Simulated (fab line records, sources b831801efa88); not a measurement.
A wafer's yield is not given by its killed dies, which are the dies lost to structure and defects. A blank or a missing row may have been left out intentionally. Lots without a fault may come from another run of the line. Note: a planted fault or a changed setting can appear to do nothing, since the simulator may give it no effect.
A single fault, viewed from 2 desks / flow sfq line / each desk holds nothing but its own numbers, with what lay behind them at the end

## METROLOGY DESK
What the gauges read, lot by lot, whatever tool the lot ran on: means of the sampled wafers that have a number. The brackets show how far a lot's mean lies from the usual mean; more than 4 standard deviations puts the lot out of limits, marked OUT.
Columns: A = M5_OVL at SFQ_M5_OVL_MEAS_932, usual 2 nm
lot=L745; first seen here=day 58 05:44; A=-1
lot=L747; first seen here=day 58 11:44; A=-4
lot=L755; first seen here=day 63 04:47; A=9
lot=L757; first seen here=day 63 12:59; A=8
lot=L758; first seen here=day 63 20:11; A=-2
lot=L762; first seen here=day 64 19:06; A=1
lot=L766; first seen here=day 65 23:54; A=1
Result from this desk: across the 7 lots, nothing is out of limits.

## DESK OF THE TOOL OWNER: rie metal-01
The tool's own readings at SFQ_TRILAYER_M5_BARC_OPEN_METAL_ETCH_161 (etches BARC in O2, target depth 125 nm, time 41.7 s): means of the sampled wafers that have a number, for each lot that ran on this tool. The brackets show how far a lot's mean lies from the usual mean; more than 4 standard deviations puts the lot out of limits, marked OUT.
Columns: A = drypump motor current A at SFQ_TRILAYER_M5_BARC_OPEN_METAL_ETCH_161, usual 5.9 A; B = oes product au at SFQ_TRILAYER_M5_BARC_OPEN_METAL_ETCH_161, usual 0.685 a.u.; C = rf fwd power W at SFQ_TRILAYER_M5_BARC_OPEN_METAL_ETCH_161, usual 593.7 W; D = run length s at SFQ_TRILAYER_M5_BARC_OPEN_METAL_ETCH_161, usual 69.7 s
lot=L747; first seen here=day 58 11:46; A=5.4; B=0.684; C=593.5; D=69.5
lot=L755; first seen here=day 63 04:49; A=5.3; B=0.648 (-7.7) OUT; C=592.4; D=76.0 (+11) OUT
lot=L757; first seen here=day 63 13:02; A=5.7; B=0.613 (-15) OUT; C=598.2; D=81.5 (+20) OUT
lot=L758; first seen here=day 63 20:13; A=5.4; B=0.647 (-7.8) OUT; C=597.3; D=75.9 (+10) OUT
This desk's verdict: out of limits on L755, L757, L758, starting with L755 at day 63 04:49 (oes product au at SFQ_TRILAYER_M5_BARC_OPEN_METAL_ETCH_161). In limits: L747.

## ALL TOGETHER
The tool owner's desk could have raised an alarm at day 63 04:49, on L755, L757, L758.
The metrology desk saw nothing out of limits.
The metrology desk has L755, L757, L758 on record, within its limits.
All the named lots went through SFQ_TRILAYER_M5_BARC_OPEN_METAL_ETCH_161 on rie metal-01.

## WHAT THE SIMULATOR HAD INSERTED
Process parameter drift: rie metal-01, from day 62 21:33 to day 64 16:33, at SFQ_TRILAYER_M5_BARC_OPEN_METAL_ETCH_161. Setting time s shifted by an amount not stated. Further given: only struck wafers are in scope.
Lots struck among those shown: L755, L757, L758.
Each desk's first reading out of limits, in hours after the fault started: the tool owner's desk, 7.
